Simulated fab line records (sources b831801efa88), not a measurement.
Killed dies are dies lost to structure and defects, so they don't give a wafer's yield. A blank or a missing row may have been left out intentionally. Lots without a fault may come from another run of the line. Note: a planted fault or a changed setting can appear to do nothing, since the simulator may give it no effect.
The same fault as seen by 2 desks :: flow sky130 :: only its own numbers are on each desk; what lay behind them is given at the end

## DESK OF THE TOOL OWNER: implanter-04
SKY_VT_ADJUST_LVTN_IMPLANT_19, tool's own readings: per-lot mean of the sampled wafers with a number, covering each lot this tool ran. A lot is out of limits, marked OUT, if its mean lies more than 4 standard deviations from the usual mean; the brackets give that distance.
Columns: A = doseIonsCm2 at SKY_VT_ADJUST_LVTN_IMPLANT_19, usual 6.502e+11; B = faradayCurrentUA at SKY_VT_ADJUST_LVTN_IMPLANT_19, usual 3.68
lot: L498
first seen here: day 8 18:53
A: 6.493e+11
B: 3.71

lot: L501
first seen here: day 9 18:08
A: 6.501e+11
B: 3.70

lot: L502
first seen here: day 10 02:06
A: 6.505e+11
B: 3.70

lot: L506
first seen here: day 11 04:48
A: 4.686e+11 (-99 or more) OUT
B: 2.66 (-14) OUT

lot: L509
first seen here: day 12 06:23
A: 4.691e+11 (-99 or more) OUT
B: 2.67 (-14) OUT
This desk's verdict: out of limits on L506, L509, starting with L506 at day 11 04:48 (doseIonsCm2 at SKY_VT_ADJUST_LVTN_IMPLANT_19). In limits: L498, L501, L502.

## AT THE METROLOGY DESK
What the gauges read for every lot (on any tool): the sampled wafers with a number, averaged. A lot is out of limits, marked OUT, if its mean lies more than 4 standard deviations from the usual mean; the brackets give that distance.
Columns: A = VT_ADJUST_LVTN_2_TW at SKY_VT_ADJUST_LVTN_TW_MEAS_21, usual 187.5; B = cdNm at SKY_LI_CONTACT_CD_MEAS_12, usual 169.6 nm; C = CONTACT_OVL at SKY_CONTACT_OVL_MEAS_15, usual 2 nm; D = CONTACT_W_THK at SKY_CONTACT_THK_MEAS_26, usual 339 nm
lot: L494
first seen here: day 7 21:05
A: 185.6
B: 168.0
C: 4
D: 341

lot: L495
first seen here: day 8 05:14
A: 188.7
B: 168.6
C: -4
D: 330

lot: L496
first seen here: day 8 12:38
A: 186.1
B: 167.0
C: 2
D: 336

lot: L497
first seen here: day 8 14:29
A: 185.8
B: 170.1
C: 2
D: 332

lot: L498
first seen here: day 8 19:08
A: 190.2
B: 170.8
C: 2
D: 335

lot: L500
first seen here: day 9 13:41
A: 184.1
B: 170.2
C: 4
D: 352

lot: L501
first seen here: day 9 18:23
A: 190.4
B: 170.8
C: 4
D: 338

lot: L502
first seen here: day 10 02:19
A: 186.3
B: 168.2
C: 0
D: 339

lot: L506
first seen here: day 11 05:02
A: 170.6 (-7.7) OUT
B: 170.5
C: -0
D: 336

lot: L509
first seen here: day 12 06:36
A: 174.8 (-5.8) OUT
B: 168.4
C: 2
D: 335

lot: L512
first seen here: day 12 22:10
A: 185.7
B: 171.6
C: 2
D: 332

lot: L513
first seen here: day 13 05:27
A: 186.5
B: 169.3
C: 7
D: 338

lot: L514
first seen here: day 13 10:41
A: 190.6
B: 168.8
C: 2
D: 341

lot: L516
first seen here: day 14 14:53
A: 185.4
B: 171.1
C: 4
D: 340
This desk's result: L506, L509 out of limits, first on L506 (VT_ADJUST_LVTN_2_TW at SKY_VT_ADJUST_LVTN_TW_MEAS_21), day 11 05:02. In limits: L494, L495, L496, L497, L498, L500, L501, L502, L512, L513, L514, L516.

## BROUGHT TOGETHER
On L506, L509, at day 11 04:48, an alarm was possible from the tool owner's desk.
The metrology desk could have raised an alarm at day 11 05:02, on L506, L509.
On implanter-04, each named lot ran SKY_VT_ADJUST_LVTN_IMPLANT_19.

## WHAT THE SIMULATOR PUT IN
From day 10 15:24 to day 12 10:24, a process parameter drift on implanter-04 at SKY_VT_ADJUST_LVTN_IMPLANT_19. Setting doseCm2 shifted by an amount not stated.
Lots struck among those shown: L506, L509.
Delay (hours) between the fault's onset and each desk's first out-of-limits reading: 13 at the tool owner's desk, 14 at the metrology desk.
